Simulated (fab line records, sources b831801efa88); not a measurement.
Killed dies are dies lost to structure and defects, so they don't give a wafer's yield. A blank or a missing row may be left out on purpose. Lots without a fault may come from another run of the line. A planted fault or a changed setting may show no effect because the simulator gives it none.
A struck lot beside a sound one | flow sfq_line | 15 steps out of a route of 325
Sound: wafers L667.2, L667.3, L667.4. Struck: wafer L681.1. (L681.3 of the same lot was not struck and is left out.) The cause comes at the end.
At each step with rows: each side's tool, then ch and its chambers, then its first start. Under that, the readings that differ: sound wafers | struck wafers | difference of the means | sigmas: that difference in standard deviations of wafers without a fault.
alike: readings whose means differ by less than 2 such deviations, and words and numbers that are the same on both sides. not compared: withheld readings, readings that some wafer has no value for, bounds like >300 that may hide the same value, and numbers for which the record gives no deviation and whose values overlap.
The two part at a step that has a row with sigmas, a row that says differs or no value, or rows on one side only. Numbers that don't overlap but have no deviation are shown without sigmas and don't part them. A reading that every wafer of one side lacks parts them only if that side has two wafers or more.

first, 1 step without rows for these wafers: SFQ_TRILAYER_M4_STRIP_SOLV_CLEAN_098 (cleans in NMP, time 600 s).
SFQ_TRILAYER_I4_DEP_PECVD_099: deposits SiO2 from SiH4/N2O, time 111.11 s, target thk 500 nm.
  sound on pecvd-04 ch 0,1,2, day 45 20:49; struck on pecvd-01 ch 2, day 50 15:17
  alike: heater_power_w, throttle_valve_pct
SFQ_TRILAYER_I4_CMP_CMP_100: polishes SiO2.
  sound on cmp-02 ch 1,2,3, day 45 21:19; struck on cmp-02 ch 2, day 50 22:56
  alike: motor_current_A, platen_rpm, time_to_endpoint_s
SFQ_I4_BOW_MEAS_927:
  sound on film_metro-01, day 46 00:20; struck on film_metro-03, day 51 01:56
  alike: I4_BOW
SFQ_TRILAYER_I4_METRO_MEASURE_101:
  sound on film_metro-01, day 46 00:38; struck on film_metro-03, day 51 02:04
  reading     | sound             | struck | difference | sigmas
  thk_nm (nm) | 200.1 199.0 199.5 | 201.7  | +2.2       | +2
then, 6 steps without rows for these wafers: SFQ_TRILAYER_I4_VIA_LITHO_COAT_108 (resist thk 62 nm); SFQ_TRILAYER_I4_VIA_LITHO_COAT_103 (resist thk 650 nm); SFQ_TRILAYER_I4_VIA_LITHO_SOFTBAKE_107; SFQ_TRILAYER_I4_VIA_LITHO_EXPOSE_104 (exposes mask I4, target cd 700 nm); SFQ_TRILAYER_I4_VIA_LITHO_PEB_106 (peb time 60 s); SFQ_TRILAYER_I4_VIA_LITHO_DEVELOP_105 (time 60 s).
-- the record jumps here: 5 days lie between the struck wafers' starts before and after --
SFQ_I4_OVL_MEAS_928:
  sound on overlay-01, day 51 22:41; struck on overlay-01, day 56 03:39
  alike: I4_OVL
SFQ_TRILAYER_I4_VIA_BARC_OPEN_VIA_ETCH_146: etches BARC in O2, target depth 125 nm, time 41.7 s.
  sound on rie_diel-03 ch 0,2,3, day 51 22:43; struck on rie_diel-03 ch 1, day 56 03:41
  reading                                                 | sound             | struck | difference | sigmas
  oes_product_au (a.u.)                                   | 0.686 0.677 0.688 | 0.822  | +0.138     | +31
  run_length_s (s)                                        | 69.7 71.1 70.1    | 60.4   | -9.9       | -23
  model.KrF_of_TRILAYER_I4_VIA_LITHO_COAT_103.thk_nm (nm) | 572.8 573.5 573.8 | 581.1  | +7.7       |
  alike: drypump_motor_current_A
  not compared: rf_hours_counter_h
SFQ_TRILAYER_I4_VIA_ETCH_VIA_ETCH_106: etches SiO2 in CHF3, stops on Nb, target depth 260 nm.
  sound on rie_diel-03 ch 0,2,3, day 51 22:46; struck on rie_diel-03 ch 1, day 56 03:43
  reading                                                 | sound             | struck | difference | sigmas
  oes_product_au (a.u.)                                   | 0.844 0.852 0.845 | 0.864  | +0.017     | +3
  model.KrF_of_TRILAYER_I4_VIA_LITHO_COAT_103.thk_nm (nm) | 528.8 529 529.5   | 535.5  | +6.4       |
  alike: drypump_motor_current_A
SFQ_TRILAYER_I4_VIA_STRIP_STRIP_107: strips in O2.
  sound on rie_metal-02 ch 0,1, day 51 22:52; struck on rie_metal-02 ch 0, day 56 03:50
  alike: drypump_motor_current_A, oes_product_au, platen_temp_c
  not compared: rf_hours_counter_h

WHERE THEY PART
First at SFQ_TRILAYER_I4_METRO_MEASURE_101; last, within this record, at SFQ_TRILAYER_I4_VIA_ETCH_VIA_ETCH_106. Later steps at which nothing parts them and some readings are alike: SFQ_TRILAYER_I4_VIA_STRIP_STRIP_107.

WHY: what the simulator had put in
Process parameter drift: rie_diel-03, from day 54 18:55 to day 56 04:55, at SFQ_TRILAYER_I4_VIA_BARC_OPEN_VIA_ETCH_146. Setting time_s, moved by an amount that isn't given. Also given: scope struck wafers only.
